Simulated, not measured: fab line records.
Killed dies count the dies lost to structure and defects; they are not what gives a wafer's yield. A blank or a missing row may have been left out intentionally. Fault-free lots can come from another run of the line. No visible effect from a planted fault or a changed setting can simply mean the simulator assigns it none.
Matching of chambers / flow gf180mcu / GF_V1_CMP_04 on cmp-02 has 4 sister chambers
The step polishes SiO2. 14 wafers are shown with their chamber, then 7 later ones without.

== WAFERS PAIRED WITH THEIR CHAMBERS ==
wafer=L217.1; chamber=1; motor current A (A)=11.9; time to endpoint s (s)=77
wafer=L217.3; chamber=3; motor current A (A)=12.4; time to endpoint s (s)=82
wafer=L217.5; chamber=3; motor current A (A)=11.7; time to endpoint s (s)=83
wafer=L218.1; chamber=2; motor current A (A)=14.3; time to endpoint s (s)=72
wafer=L218.2; chamber=3; motor current A (A)=12.3; time to endpoint s (s)=73
wafer=L218.4; chamber=0; motor current A (A)=11.5; time to endpoint s (s)=78
wafer=L219.3; chamber=1; motor current A (A)=12.2; time to endpoint s (s)=79
wafer=L219.5; chamber=3; motor current A (A)=12.8; time to endpoint s (s)=85
wafer=L219.6; chamber=0; motor current A (A)=11.4; time to endpoint s (s)=91
wafer=L220.2; chamber=1; motor current A (A)=12.0; time to endpoint s (s)=83
wafer=L220.4; chamber=3; motor current A (A)=12.2; time to endpoint s (s)=83
wafer=L220.6; chamber=0; motor current A (A)=11.3; time to endpoint s (s)=90
wafer=L222.2; chamber=0; motor current A (A)=11.2; time to endpoint s (s)=80
wafer=L222.3; chamber=3; motor current A (A)=12.4; time to endpoint s (s)=79

SIGNATURES (averages over the wafers above)
reading=motor current A; chamber 0=11.350; chamber 1=12.033; chamber 2=14.300; chamber 3=12.300; scatter within a chamber=0.271
reading=time to endpoint s; chamber 0=84.75; chamber 1=79.67; chamber 2=72.00; chamber 3=80.83; scatter within a chamber=4.96
Rule: for a wafer and a chamber, the distance is found by dividing, reading by reading, the gap between the wafer's reading and the chamber's mean by the reading's scatter, squaring, summing and taking the root. The wafer belongs to the nearest chamber; if the next one is less than 2 further off, it can't be placed. How the scatter is found: for the shown wafers, subtract from each reading the mean of its chamber, square and add these, divide the total by (wafers less chambers), then take the root.

== WAFERS WHOSE CHAMBER IS MISSING ==
wafer=L222.6; motor current A (A)=11.6; time to endpoint s (s)=81
wafer=L224.4; motor current A (A)=13.9; time to endpoint s (s)=94
wafer=L224.5; motor current A (A)=12.1; time to endpoint s (s)=84
wafer=L224.6; motor current A (A)=12.2; time to endpoint s (s)=87
wafer=L236.2; motor current A (A)=11.7; time to endpoint s (s)=76
wafer=L236.3; motor current A (A)=12.4; time to endpoint s (s)=80
wafer=L236.6; motor current A (A)=11.9; time to endpoint s (s)=86

== WHICH CHAMBER EACH WENT THROUGH ==
wafer=L222.6; from the rows above=can't be placed: 0 or 1 or 3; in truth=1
wafer=L224.4; from the rows above=can't be placed: 2 or 3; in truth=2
wafer=L224.5; from the rows above=can't be placed: 1 or 3 or 0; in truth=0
wafer=L224.6; from the rows above=can't be placed: 3 or 1 or 0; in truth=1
wafer=L236.2; from the rows above=can't be placed: 1 or 0 or 3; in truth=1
wafer=L236.3; from the rows above=can't be placed: 3 or 1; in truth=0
wafer=L236.6; from the rows above=can't be placed: 1 or 3 or 0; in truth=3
Correctly placed: 0 of 7. Not placeable from these rows: 7 (in 6, the candidates include the true chamber). Wrongly placed: 0.
